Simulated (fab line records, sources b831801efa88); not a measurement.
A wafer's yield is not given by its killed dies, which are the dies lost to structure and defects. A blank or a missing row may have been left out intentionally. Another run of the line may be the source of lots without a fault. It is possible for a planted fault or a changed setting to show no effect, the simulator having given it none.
Problem report in the 8D (eight disciplines) form, filled by code :: flow sky130 :: the parts of the form that need people (team, actions taken, sign-off) are left out

== 1. THE PROBLEM ==
Wafers without a fault read 380.1 nm, standard deviation 2.2; cd-nm at SKY_VT_ADJUST_HVTP_CD_MEAS_07 reads a mean of 368.1 nm on 4 wafers belonging to 3 lots. Measured from the usual mean, that is -5.5 standard deviations.
The step: target cd 380 nm.
Seen first at day 8 10:53 on cd-sem-02, wafer L963.4. The record holds 33 wafers of 11 lots with a number at this step. The rule behind "out" and "out of limits": a value lying over 4 standard deviations away from the usual mean. Any other wafer with a number is counted as sound.

== 2. WHAT IT IS; WHAT IT IS NOT ==
question: which readings at this step
is: cd-nm
is not: -

question: which lots
is: L963, L965, L967
is not: L955, L956, L957, L968, L969, L976, L977, L978

question: which wafers of those lots
is: L963.4, L965.3, L965.4, L967.4
is not: L963.1, L963.2, L965.1, L967.2, L967.5

question: read on which gauges
is: cd-sem-02
is not: cd-sem-01

question: when
is: from day 8 10:53
is not: up to then (11 sound wafers); but 18 sound wafers of L965, L967, L968, L969, L976, L977, L978 came after

== 3. THE SUSPECTS, EACH WITH WHAT RULES IT OUT ==
Counting: if a tool at a process step up to the reading ran every lot that is out, it stays a suspect. Sound lots after the first of them don't rule it out here, since some wafers of a struck lot are sound.
- the gauge at SKY_VT_ADJUST_HVTP_CD_MEAS_07: kept. All the wafers that are out were read on cd-sem-02, and no step on other tools shows them out.
- plasma-asher-01 at SKY_PWDE_STRIP_09 (strips in O2/N2): kept. It ran every lot that is out, first L963 (day 5 23:41).
- iline-stepper-02 at SKY_VT_ADJUST_HVTP_EXPOSE_04 (exposes mask HVTPM, target cd 380 nm): kept. It processed each lot that is out (first: L963, day 8 00:11); up to then, its last sound lot is L955 (day 5 23:44).
The count leaves plasma-asher-01 at SKY_PWDE_STRIP_09, iline-stepper-02 at SKY_VT_ADJUST_HVTP_EXPOSE_04, and cd-sem-02 at SKY_VT_ADJUST_HVTP_CD_MEAS_07.

== 4. THE CAUSE (what the simulator had put in) ==
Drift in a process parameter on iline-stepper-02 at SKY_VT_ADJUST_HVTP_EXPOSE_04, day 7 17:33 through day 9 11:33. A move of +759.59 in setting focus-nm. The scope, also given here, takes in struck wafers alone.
Counting left 3 suspects, and this tool is among them.

== 5. THE EFFECT CHAIN, in route order ==
Rows list readings where the struck wafers' mean (over those with a number) sits beyond 3 standard deviations from the usual. Only readings for which the record gives a usual standard deviation are gone through. hours: the time from each lot's start at the first step in this table that gives one to its start at this step, as a median over the lots. sigmas: the change in usual standard deviations.
hours: 0
step: SKY_VT_ADJUST_HVTP_CD_MEAS_07
reading: cd-nm
usual: 380.1 nm
on struck wafers: 368.1
change: -12.0
sigmas: -5.5
At these later measuring or inspecting steps, every struck wafer for which the step has a row has a number for every such reading, and none has moved that far: SKY_VT_ADJUST_LVTN_OVL_MEAS_18.

== 6. WHAT WOULD HAVE CAUGHT IT SOONER ==
The first out-of-limits reading at a measuring or inspecting step in this record came at day 8 10:53, 17 hours after the fault's start at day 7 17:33.
An alarm limit of 4 standard deviations would not have fired on the tool readings at SKY_VT_ADJUST_HVTP_EXPOSE_04 for which the record gives a usual standard deviation, since none of them was out on any struck wafer.
Of the lots that are out (3), L967 began SKY_VT_ADJUST_HVTP_EXPOSE_04 on iline-stepper-02 after day 8 10:53. A tool hold placed at that time would have kept it from harm.
